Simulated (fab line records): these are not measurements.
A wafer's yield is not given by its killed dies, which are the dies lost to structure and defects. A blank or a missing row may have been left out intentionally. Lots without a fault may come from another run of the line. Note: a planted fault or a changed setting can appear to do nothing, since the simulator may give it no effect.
Check of tool commonality | flow sky130 | 30 wafers sampled across 10 lots

## WHY THIS WAS OPENED
Of 10 lots, 3 have the reading POLY_GATE_CVD_00_THK flagged at SKY_POLY_GATE_THK_MEAS_01. No-fault wafers: 180.5 nm, standard deviation 1.4.
Rule: flag the lot when none of its wafers has a number, or when each of its wafers that has one lies beyond 4 standard deviations from that mean. The other lots count as sound.

lot  | measured     | on            | POLY_GATE_CVD_00_THK (nm), wafer by wafer | flag
L635 | day 14 07:09 | film metro-03 | 179.1 181.1 178.2                         |
L636 | day 14 15:16 | film metro-02 | 182.6 181.3 181.8                         |
L638 | day 15 08:59 | film metro-01 | 179.5 178.6 180.1                         |
L639 | day 15 19:43 | film metro-02 | 180.2 180.1 179.7                         |
L642 | day 17 18:40 | film metro-03 | 181.5 181.0 180.5                         |
L646 | day 18 13:47 | film metro-01 | 180.6 180.4 179.7                         |
L647 | day 18 20:26 | film metro-01 | 178.6 179.5 179.7                         |
L648 | day 19 05:40 | film metro-01 | 149.1 150.6 149.3                         | FLAGGED
L649 | day 19 13:07 | film metro-01 | 150.6 150.9 151.3                         | FLAGGED
L650 | day 19 20:46 | film metro-03 | 146.5 145.2 145.3                         | FLAGGED
Average over the flagged lots: 148.8 nm; offset from the usual -31.7 nm, equal to -23 standard deviations.

## LOT BY LOT: THE TOOL USED
The record keeps 1 process step preceding the reading, out of 708 steps on the route. Read each cell as the tool, then ch plus the chambers that the sampled wafers visited, then the start.
lot  | flag    | SKY_POLY_GATE_CVD_00
L635 |         | lpcvd-01 ch 1, day 14 05:56
L636 |         | lpcvd-01 ch 1, day 14 14:04
L638 |         | lpcvd-01 ch 0, day 15 07:47
L639 |         | lpcvd-01 ch 0, day 15 18:31
L642 |         | lpcvd-01 ch 1, day 17 17:28
L646 |         | lpcvd-01 ch 0, day 18 12:34
L647 |         | lpcvd-01 ch 0, day 18 19:14
L648 | FLAGGED | lpcvd-01 ch 0, day 19 04:26
L649 | FLAGGED | lpcvd-01 ch 1, day 19 11:55
L650 | FLAGGED | lpcvd-01 ch 1, day 19 19:34
What these steps do:
- SKY_POLY_GATE_CVD_00: deposits poly-Si, target thk 180 nm, time 720 s.
- SKY_POLY_GATE_THK_MEAS_01

## FLAGGED AGAINST TOTAL, ONE TOOL AT A TIME (gauges that did the reading follow at the end)
step                      | tool          | lots run | flagged | share of the flagged lots | sound lots run after its first flagged lot
SKY_POLY_GATE_CVD_00      | lpcvd-01      | 10       | 3       | all                       | 0
SKY_POLY_GATE_THK_MEAS_01 | film metro-01 | 5        | 2       | some                      | 0
SKY_POLY_GATE_THK_MEAS_01 | film metro-02 | 2        | 0       | none                      | -
SKY_POLY_GATE_THK_MEAS_01 | film metro-03 | 3        | 1       | some                      | 0

## WHAT THE TABLE PERMITS
In the table, 1 row covers all flagged lots: lpcvd-01 at SKY_POLY_GATE_CVD_00.
- lpcvd-01 at SKY_POLY_GATE_CVD_00: 3 of its 10 lots flagged. It ran its last sound lot, L647, at day 18 19:14 and its first flagged lot, L648, at day 19 04:26: a fault with its onset between the two fits. Its own readings lie more than 4 standard deviations out on every wafer of the flagged lots: spike tc bottom C, spike tc centre C, spike tc lower C, spike tc upper C.
One tool is left: lpcvd-01 at SKY_POLY_GATE_CVD_00.

## WHAT THE SIMULATOR HAD INSERTED
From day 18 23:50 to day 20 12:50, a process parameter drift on lpcvd-01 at SKY_POLY_GATE_CVD_00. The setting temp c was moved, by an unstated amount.
Lots struck among those shown: L648, L649, L650. The rule above reached the same finding.
